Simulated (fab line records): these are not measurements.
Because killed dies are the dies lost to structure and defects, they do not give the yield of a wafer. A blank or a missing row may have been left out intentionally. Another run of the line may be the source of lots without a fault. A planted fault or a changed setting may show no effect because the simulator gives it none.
fab line records	flow sky130
record lots=10	wafers=30	last_day=51
route steps=708 shown METAL1@453 METAL5@676 PAD_OPEN@702
lots that met no fault: from a run of the same line without faults
start_h: start of the lot's first displayed wafer, in hours after the record's first day	wait_h: how many hours have passed since the lot's step before this one	" identical to the entry in the row above	L1.1+2: one row covering several wafers at once	- either no value or no given start	* or withheld: withheld	< > ~ a bound
route shown NAME@n: names a module that has steps shown in the file, with the first one's number in the route	usual: the fault-free wafers' mean and standard deviation	same: alike in all rows	chamber/n: place in a boat	sites: per-site readings	_std_site: the standard deviation of these	_edge_site: mean of outer sites minus mean of inner sites	radius_mm: for every site, how far away it sits from the centre of the wafer	mask NAME#n: copy n	behind: the last tool/chamber to shape the wafer	hold: reason for holding the lot/hours on hold/outcome of the hold	device: which transistor (n, p or np) failed to switch	end of line: tests of these same wafers at the route's end	a step given without rows: its recipe and nothing more	killed: the dies lost at the first sort to structure and to defects; this is not the yield of the wafer	map: a wafer's dies, marking killed ones x, the rest . and places with no die _
set.NAME: the setting as run; set.NAME@STEP: as run at that earlier step	model.NAME: the simulator's own value behind a step, which no gauge read
one table for each step of the route and one row for each wafer, over a sample of lots
services: from which hour (start_h, from the record's first day; less than 0 if before it) a tool's chamber was out of use, for how many hours, and why
## steps
# step SKY_METAL1_METAL_ETCH_19
# recipe target_depth_a=3600	stop_on=SiO2	over_etch_frac=0.3	time_s=78	chemistry=Cl2/BCl3	resist_sidewall_deg=88	pressure_mtorr=10	icp_w=900	bias_w=48.5	Cl2_flow_sccm=60	bcl3_flow_sccm=30
# usual bcl3_flow_sccm=30.00/0.084	drypump_motor_current_A=5.9/0.42	oes_product_au=0.856/0.0059	throttle_valve_pct=22.264/0.0091
# same time_s=78
lot.wafer	tool	chamber	start_h	wait_h	bcl3_flow_sccm	drypump_motor_current_A	oes_product_au	rf_hours_counter_h	throttle_valve_pct
L953.2	rie_metal-02	1	795.39	0.0	30.05	5.4	0.855	4	22.275
L953.4	"	1	"	"	29.92	5.3	0.858	-	22.259
L953.5	"	0	"	"	29.90	5.5	0.849	-	22.264
L954.3	rie_metal-04	0	799.15	0.1	30.04	6.4	0.855	-	22.258
L954.5	"	1	"	"	29.96	5.5	0.855	-	22.267
L954.6	"	0	"	"	29.99	6.3	0.852	-	22.271
L956.1	rie_metal-01	1	822.31	0.0	30.23	6.0	0.856	4	22.269
L956.5	"	0	"	"	29.94	6.4	0.864	-	22.262
L956.6	"	1	"	"	30.11	6.0	0.854	-	22.268
L957.4	rie_metal-02	1	826.54	0.1	30.01	5.3	0.858	-	22.270
L957.5	"	1	"	"	30.03	5.3	0.858	-	22.260
L957.6	"	0	"	"	29.97	5.5	0.854	-	22.272
L958.2	rie_metal-04	1	828.82	0.0	30.03	5.4	0.850	7	22.281
L958.5	"	1	"	"	30.03	5.5	0.866	-	22.263
L958.6	"	0	"	"	29.99	6.4	0.849	-	22.273
L959.2	rie_metal-02	1	833.24	0.0	29.99	5.4	0.850	6	22.261
L959.4	"	0	"	"	30.09	5.5	0.859	-	22.265
L959.5	"	0	"	"	29.98	5.5	0.857	-	22.262
L960.4	rie_metal-02	1	854.52	0.1	29.91	5.3	0.855	-	22.251
L960.5	"	1	"	"	29.88	5.3	0.852	-	22.262
L960.6	"	0	"	"	29.84	5.5	0.861	-	22.266
L961.2	rie_metal-02	0	856.17	0.0	30.07	5.5	0.852	6	22.265
L961.4	"	0	"	"	30.05	5.5	0.841	-	22.256
L961.6	"	1	"	"	30.03	5.4	0.842	-	22.274
L969.4	rie_metal-01	0	910.77	0.1	29.99	6.4	0.862	-	22.257
L969.5	"	1	"	"	29.92	6.0	0.854	-	22.272
L969.6	"	0	"	"	30.13	6.4	0.852	-	22.274
L974.1	rie_metal-02	1	949.92	0.0	30.01	5.4	0.861	10	22.261
L974.4	"	1	"	"	29.96	5.4	0.858	-	22.271
L974.5	"	1	"	"	30.03	5.4	0.859	-	22.259
# step SKY_METAL5_METAL_ETCH_15
# recipe target_depth_a=12600	stop_on=SiO2	over_etch_frac=0.2	time_s=252	chemistry=Cl2/BCl3	resist_sidewall_deg=86	pressure_mtorr=10	icp_w=900	bias_w=48.5	Cl2_flow_sccm=60	bcl3_flow_sccm=30
# usual bcl3_flow_sccm=29.99/0.082	drypump_motor_current_A=5.7/0.44	oes_product_au=0.882/0.0072	throttle_valve_pct=22.264/0.0092
# same time_s=252
lot.wafer	tool	chamber	start_h	wait_h	bcl3_flow_sccm	drypump_motor_current_A	oes_product_au	rf_hours_counter_h	throttle_valve_pct
L953.2	rie_metal-01	1	1062.97	0.1	30.02	6.0	0.890	-	22.258
L953.4	"	1	"	"	30.01	6.0	0.884	-	22.257
L953.5	"	1	"	"	30.07	6.0	0.880	-	22.256
L954.3	rie_metal-03	0	1067.13	0.1	30.00	5.8	0.883	-	22.268
L954.5	"	0	"	"	29.99	5.8	0.887	-	22.274
L954.6	"	1	"	"	30.04	5.1	0.889	-	22.270
L956.1	rie_metal-03	0	1084.78	0.0	29.88	5.9	0.882	27	22.274
L956.5	"	0	"	"	30.02	5.9	0.885	-	22.290
L956.6	"	1	"	"	30.05	5.1	0.884	-	22.245
L957.4	rie_metal-01	0	1088.42	0.1	29.93	6.4	0.888	-	22.251
L957.5	"	1	"	"	29.97	6.0	0.877	-	22.258
L957.6	"	0	"	"	29.96	6.4	0.888	-	22.258
L958.2	rie_metal-03	0	1088.64	0.0	29.96	5.8	0.883	28	22.289
L958.5	"	0	"	"	29.93	5.9	0.876	-	22.272
L958.6	"	1	"	"	29.88	5.0	0.866	-	22.243
L959.2	rie_metal-03	0	1090.74	0.0	29.98	5.9	0.899	28	22.261
L959.4	"	1	"	"	29.93	5.1	0.887	-	22.276
L959.5	"	0	"	"	30.07	5.9	0.891	-	22.259
L960.4	rie_metal-03	0	1110.03	0.1	30.05	5.8	0.874	-	22.259
L960.5	"	1	"	"	30.00	5.0	0.876	-	22.272
L960.6	"	0	"	"	29.88	5.8	0.872	-	22.271
L961.2	rie_metal-01	0	1112.04	0.0	29.99	6.4	0.873	2	22.272
L961.4	"	1	"	"	29.93	6.0	0.881	-	22.276
L961.6	"	1	"	"	30.01	6.0	0.875	-	22.272
L969.4	rie_metal-01	1	1152.03	0.1	29.93	6.0	0.893	-	22.264
L969.5	"	1	"	"	30.08	6.0	0.884	-	22.262
L969.6	"	0	"	"	29.91	6.4	0.887	-	22.277
L974.1	rie_metal-03	0	1183.68	0.0	29.92	5.8	0.883	2	22.272
L974.4	"	1	"	"	29.99	5.0	0.873	-	22.253
L974.5	"	1	"	"	30.07	5.0	0.881	-	22.269
# step SKY_METAL5_STRIP_16
# recipe chemistry=O2/N2	power_w=1400	pressure_mtorr=1500	platen_temp_c=withheld	o2_flow_sccm=3000	n2_flow_sccm=300	overash_fraction=0.5
# usual drypump_motor_current_A=5.82/0.15	oes_product_au=0.710/0.0044	strip_time_to_endpoint_s=13.14/0.12
lot.wafer	tool	chamber	start_h	wait_h	drypump_motor_current_A	oes_product_au	rf_hours_counter_h	strip_time_to_endpoint_s
L953.2	plasma_asher-04	1	1063.36	0.3	5.76	0.714	95	13.14
L953.4	"	0	"	"	6.04	0.716	-	13.28
L953.5	"	1	"	"	5.79	0.710	-	13.29
L954.3	plasma_asher-02	1	1067.32	0.1	5.75	0.714	-	13.07
L954.5	"	1	"	"	5.74	0.712	-	13.01
L954.6	"	0	"	"	5.96	0.708	-	13.11
L956.1	plasma_asher-04	1	1085.01	0.2	5.79	0.715	97	13.03
L956.5	"	0	"	"	6.04	0.708	-	13.02
L956.6	"	1	"	"	5.80	0.705	-	13.16
L957.4	plasma_asher-02	1	1088.61	0.1	5.74	0.705	-	12.90
L957.5	"	0	"	"	5.98	0.708	-	13.22
L957.6	"	1	"	"	5.70	0.714	-	12.94
L958.2	plasma_asher-04	0	1088.88	0.2	6.04	0.704	98	13.11
L958.5	"	1	"	"	5.78	0.715	-	13.10
L958.6	"	0	"	"	6.05	0.710	-	13.12
L959.2	plasma_asher-04	0	1090.98	0.2	6.03	0.710	98	13.00
L959.4	"	1	"	"	5.73	0.712	-	13.18
L959.5	"	1	"	"	5.75	0.707	-	13.11
L960.4	plasma_asher-02	1	1110.22	0.1	5.73	0.706	-	13.08
L960.5	"	1	"	"	5.74	0.706	-	13.10
L960.6	"	0	"	"	5.92	0.713	-	13.05
L961.2	plasma_asher-04	1	1112.28	0.2	5.78	0.707	100	12.95
L961.4	"	0	"	"	6.01	0.715	-	13.45
L961.6	"	0	"	"	6.03	0.715	-	13.30
L969.4	plasma_asher-02	1	1152.22	0.1	5.71	0.711	-	13.27
L969.5	"	0	"	"	5.95	0.707	-	13.33
L969.6	"	1	"	"	5.75	0.708	-	13.15
L974.1	plasma_asher-01	0	1183.91	0.2	5.55	0.709	42	13.16
L974.4	"	0	"	"	5.56	0.706	-	13.17
L974.5	"	0	"	"	5.55	0.708	-	13.15
# step SKY_PAD_OPEN_STRIP_08
# recipe chemistry=O2/N2	power_w=1400	pressure_mtorr=1500	platen_temp_c=withheld	overash_fraction=0.7	o2_flow_sccm=3000	n2_flow_sccm=300
# usual drypump_motor_current_A=5.80/0.24	oes_product_au=0.662/0.0043	strip_time_to_endpoint_s=37.02/0.089
lot.wafer	tool	chamber	start_h	wait_h	drypump_motor_current_A	oes_product_au	rf_hours_counter_h	strip_time_to_endpoint_s
L953.2	plasma_asher-04	0	1107.75	0.1	6.05	0.670	99	37.00
L953.4	"	1	"	"	5.77	0.667	-	36.98
L953.5	"	0	"	"	6.05	0.655	-	36.96
L954.3	plasma_asher-04	0	1110.15	0.1	6.03	0.672	-	37.16
L954.5	"	0	"	"	6.03	0.662	-	37.23
L954.6	"	1	"	"	5.80	0.657	-	37.12
L956.1	plasma_asher-03	0	1126.66	0.1	5.86	0.658	72	36.88
L956.5	"	1	"	"	5.22	0.662	-	36.95
L956.6	"	0	"	"	5.85	0.658	-	37.05
L957.4	plasma_asher-02	1	1132.01	0.1	5.72	0.659	-	36.94
L957.5	"	0	"	"	6.00	0.660	-	36.92
L957.6	"	1	"	"	5.74	0.656	-	36.88
L958.2	plasma_asher-04	1	1132.31	0.1	5.78	0.661	102	37.10
L958.5	"	0	"	"	6.02	0.660	-	37.11
L958.6	"	1	"	"	5.76	0.658	-	37.05
L959.2	plasma_asher-02	0	1134.32	0.1	5.97	0.662	7	36.96
L959.4	"	0	"	"	5.98	0.668	-	36.96
L959.5	"	1	"	"	5.75	0.667	-	37.02
L960.4	plasma_asher-02	0	1151.83	0.1	5.93	0.658	-	37.23
L960.5	"	1	"	"	5.69	0.661	-	37.20
L960.6	"	0	"	"	5.98	0.662	-	37.10
L961.2	plasma_asher-03	1	1153.72	0.1	5.21	0.661	74	37.05
L961.4	"	0	"	"	5.85	0.662	-	37.07
L961.6	"	0	"	"	5.84	0.653	-	37.01
L969.4	plasma_asher-04	1	1189.93	0.1	5.77	0.660	-	37.03
L969.5	"	1	"	"	5.76	0.662	-	37.10
L969.6	"	0	"	"	6.03	0.659	-	36.93
L974.1	plasma_asher-04	1	1217.76	0.1	5.78	0.659	110	36.93
L974.4	"	0	"	"	6.03	0.667	-	36.95
L974.5	"	0	"	"	6.05	0.667	-	36.97
# step SKY_PAD_OPEN_PROBE_99
# usual defect_limited_yield=82.8/2	killed_at_M0_to_M3=43/6.8	killed_at_M4_up=3.3/1.9	killed_at_contacts=24/5.3	killed_at_front_end=14/4.3	killed_at_other=0.3/0.62	killed_dies=85/9.8	killed_open=46/8	killed_short=39/5.9	sort_bin_3_pad_short=0.8/0.39	sort_bin_5_function=10.2/1.5	sort_bin_6_memory=6.2/1.2	sort_n_pass=407/9.8	sort_yield_pct=82.8/2
# same gross_dies=492	killed_at_back_side=0	sort_bin_4_leakage[%]=0	sort_bin_8_speed[%]=0
lot.wafer	tool	chamber	start_h	wait_h	hold	defect_limited_yield[%]	killed_at_M0_to_M3	killed_at_M4_up	killed_at_contacts	killed_at_front_end	killed_at_other	killed_dies	killed_open	killed_short	sort_bin_3_pad_short[%]	sort_bin_5_function[%]	sort_bin_6_memory[%]	sort_n_pass	sort_yield_pct[%]
L956.1	prober-02	-	1128.88	0.1	-	77.0	53	3	35	22	0	113	65	48	1.2	13.8	7.9	379	77.0
L956.5	prober-02	-	1129.08	0.2	-	82.9	37	5	27	15	0	84	45	39	1.2	7.9	7.9	408	82.9
L956.6	prober-02	-	1129.13	0.2	-	81.9	51	1	23	14	0	89	51	38	0.4	11.8	5.9	403	81.9
L959.2	prober-01	-	1136.61	0.1	-	79.3	51	7	27	17	0	102	54	48	1.0	12.0	7.7	390	79.3
L959.4	prober-01	-	1136.71	0.2	-	84.3	43	3	18	13	0	77	46	31	0.4	9.6	5.7	415	84.3
L959.5	prober-01	-	1136.76	0.2	-	84.6	44	1	16	15	0	76	40	36	0.4	9.6	5.5	416	84.6
L960.4	prober-02	-	1154.19	0.2	await_dispo/2.9h/release	80.5	42	5	29	20	0	96	47	49	1.4	10.8	7.3	396	80.5
L960.5	prober-02	-	1154.24	0.2	await_dispo/2.9h/release	82.9	42	8	18	16	0	84	52	32	0.8	10.4	5.9	408	82.9
L960.6	prober-02	-	1154.29	0.2	await_dispo/2.9h/release	68.5	109	5	28	13	0	155	54	36	5.5	18.3	7.7	337	68.5
L961.2	prober-01	-	1155.98	0.1	await_dispo/8.6h/release	71.7	110	1	13	15	0	139	45	26	4.5	17.5	6.3	353	71.7
L961.4	prober-01	-	1156.08	0.2	await_dispo/8.6h/release	75.4	88	2	20	11	0	121	27	31	5.5	14.4	4.7	371	75.4
L961.6	prober-01	-	1156.18	0.2	await_dispo/8.6h/release	79.5	45	5	34	17	0	101	56	45	1.0	12.2	7.3	391	79.5
L969.4	prober-01	-	1193.08	0.2	-	82.9	42	0	30	12	0	84	42	42	0.6	10.8	5.7	408	82.9
L969.5	prober-01	-	1193.13	0.2	-	84.3	41	2	19	15	0	77	50	27	0.2	9.8	5.7	415	84.3
L969.6	prober-01	-	1193.18	0.2	-	81.9	33	4	34	18	0	89	50	39	0.8	10.4	6.9	403	81.9
# killed by level:class
L956.1 VIA1:geometric_particle:open=15 CONTACT:geometric_particle:open=14 VIA3:geometric_particle:open=10 METAL1:geometric_particle:short=10 LI_CONTACT:geometric_particle:open=8 VIA2:geometric_particle:open=7 CONTACT:geometric_particle:short=6 METAL2:geometric_particle:short=6
L956.5 CONTACT:geometric_particle:open=12 VIA1:geometric_particle:open=10 LOCAL_INTERCONNECT:geometric_particle:short=8 VIA2:geometric_particle:open=7 FIELD_ISO:geometric_particle:open=5 METAL1:geometric_particle:short=5 FIELD_ISO:geometric_particle:short=4 CONTACT:geometric_particle:short=4
L956.6 CONTACT:geometric_particle:open=11 VIA2:geometric_particle:open=9 VIA3:geometric_particle:open=7 VIA1:geometric_particle:open=6 VIA1:geometric_particle:short=6 CONTACT:geometric_particle:short=6 METAL3:geometric_particle:short=6 METAL1:geometric_particle:short=6
L959.2 VIA1:geometric_particle:open=13 CONTACT:geometric_particle:open=10 CONTACT:geometric_particle:short=7 METAL2:geometric_particle:short=7 METAL3:geometric_particle:short=6 VIA3:geometric_particle:open=6 METAL4:geometric_particle:short=6 METAL1:geometric_particle:short=5
L959.4 VIA1:geometric_particle:open=13 VIA3:geometric_particle:open=6 LI_CONTACT:geometric_particle:open=5 VIA1:geometric_particle:short=5 METAL2:geometric_particle:short=5 VIA2:geometric_particle:open=5 FIELD_ISO:geometric_particle:short=4 CONTACT:geometric_particle:short=4
L959.5 METAL2:geometric_particle:short=8 VIA1:geometric_particle:open=8 CONTACT:geometric_particle:open=7 METAL1:geometric_particle:short=5 LI_CONTACT:geometric_particle:open=4 VIA2:geometric_particle:open=4 VIA3:geometric_particle:open=4 FIELD_ISO:geometric_particle:short=3
L960.4 CONTACT:geometric_particle:open=9 CONTACT:geometric_particle:short=7 VIA3:geometric_particle:open=7 VIA1:geometric_particle:open=6 VIA2:geometric_particle:open=6 POLY_GATE:geometric_particle:short=5 LI_CONTACT:geometric_particle:open=5 METAL2:geometric_particle:short=5
L960.5 VIA1:geometric_particle:open=17 CONTACT:geometric_particle:open=8 FIELD_ISO:geometric_particle:open=6 POLY_GATE:geometric_particle:open=4 METAL1:geometric_particle:short=4 METAL2:geometric_particle:short=4 VIA1:geometric_particle:short=4 VIA2:geometric_particle:open=4
L960.6 METAL1:unspecified=65 VIA1:geometric_particle:open=11 VIA3:geometric_particle:open=10 CONTACT:geometric_particle:open=7 LI_CONTACT:geometric_particle:open=6 CONTACT:geometric_particle:short=6 VIA2:geometric_particle:open=6 FIELD_ISO:geometric_particle:open=4
L961.2 METAL1:unspecified=68 VIA1:geometric_particle:open=13 VIA3:geometric_particle:open=8 VIA2:geometric_particle:open=7 LOCAL_INTERCONNECT:geometric_particle:short=6 FIELD_ISO:geometric_particle:short=5 METAL2:geometric_particle:short=5 FIELD_ISO:geometric_particle:open=4
L961.4 METAL1:unspecified=63 CONTACT:geometric_particle:open=7 FIELD_ISO:geometric_particle:short=5 VIA1:geometric_particle:open=5 VIA2:geometric_particle:short=4 LOCAL_INTERCONNECT:geometric_particle:short=4 CONTACT:geometric_particle:short=3 LI_CONTACT:geometric_particle:open=3
L961.6 CONTACT:geometric_particle:open=11 VIA1:geometric_particle:open=10 LI_CONTACT:geometric_particle:open=9 METAL2:geometric_particle:short=9 VIA3:geometric_particle:open=8 FIELD_ISO:geometric_particle:short=7 FIELD_ISO:geometric_particle:open=6 VIA1:geometric_particle:short=6
L969.4 CONTACT:geometric_particle:open=11 VIA1:geometric_particle:open=11 LOCAL_INTERCONNECT:geometric_particle:short=8 METAL1:geometric_particle:short=6 LI_CONTACT:geometric_particle:open=5 CONTACT:geometric_particle:short=5 VIA1:geometric_particle:short=5 METAL2:geometric_particle:short=5
L969.5 VIA1:geometric_particle:open=12 LI_CONTACT:geometric_particle:open=8 VIA2:geometric_particle:open=7 CONTACT:geometric_particle:open=6 FIELD_ISO:geometric_particle:open=4 FIELD_ISO:geometric_particle:short=4 VIA1:geometric_particle:short=4 VIA3:geometric_particle:short=4
L969.6 LI_CONTACT:geometric_particle:open=11 VIA1:geometric_particle:open=9 CONTACT:geometric_particle:open=8 LOCAL_INTERCONNECT:geometric_particle:short=6 VIA3:geometric_particle:open=6 CONTACT:geometric_particle:short=5 FIELD_ISO:geometric_particle:short=4 POLY_GATE:geometric_particle:open=4
## services
tool	chamber	start_h	hours	kind
rie_metal-01	-	775.84	14.6	pm
plasma_asher-02	-	785.71	4.5	repair
rie_metal-02	0	800.65	8.9	repair
plasma_asher-01	-	820.74	14.6	pm
plasma_asher-03	-	828.14	3.8	repair
rie_metal-04	0	828.93	4.5	repair
plasma_asher-03	-	855.61	7.6	repair
plasma_asher-02	-	880.79	18.3	repair
plasma_asher-02	-	891.27	2.8	repair
plasma_asher-03	-	908.00	0.4	repair
plasma_asher-04	-	923.14	3.5	repair
plasma_asher-02	-	963.28	2.8	pm
rie_metal-01	-	1002.06	15.6	pm
plasma_asher-04	-	1014.03	1.7	repair
rie_metal-01	1	1053.57	9.2	repair
plasma_asher-02	-	1055.25	9.0	pm
rie_metal-04	1	1061.51	4.9	repair
plasma_asher-01	-	1066.00	9.7	repair
rie_metal-04	-	1115.26	0.7	repair
rie_metal-04	-	1170.15	2.8	pm
rie_metal-02	-	1170.80	0.3	repair
rie_metal-02	-	1171.06	15.6	pm
plasma_asher-01	-	1178.47	2.1	repair
plasma_asher-03	-	1187.52	2.8	pm
## key
first_sign step=SKY_PAD_OPEN_PROBE_99	reading=sort_bin_3_pad_short	direction=up	sigmas=11	usual=0.8	struck=5.1
effect step=SKY_PAD_OPEN_PROBE_99	reading=killed_at_M0_to_M3	direction=up	sigmas=8.8	usual=43	struck=102
met_at SKY_METAL1_METAL_ETCH_19
struck_lots L960,L961
struck_wafers L960.6,L961.2,L961.4
not_acting_at SKY_METAL5_METAL_ETCH_15,SKY_METAL5_STRIP_16,SKY_PAD_OPEN_STRIP_08
onset_between 833.24 854.52
fault kind=chamber_particle_source	tool=rie_metal-02	chamber=0	onset_h=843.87	steps=SKY_METAL1_METAL_ETCH_19	rate_per_visit_cm2=1.9458	end_h=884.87
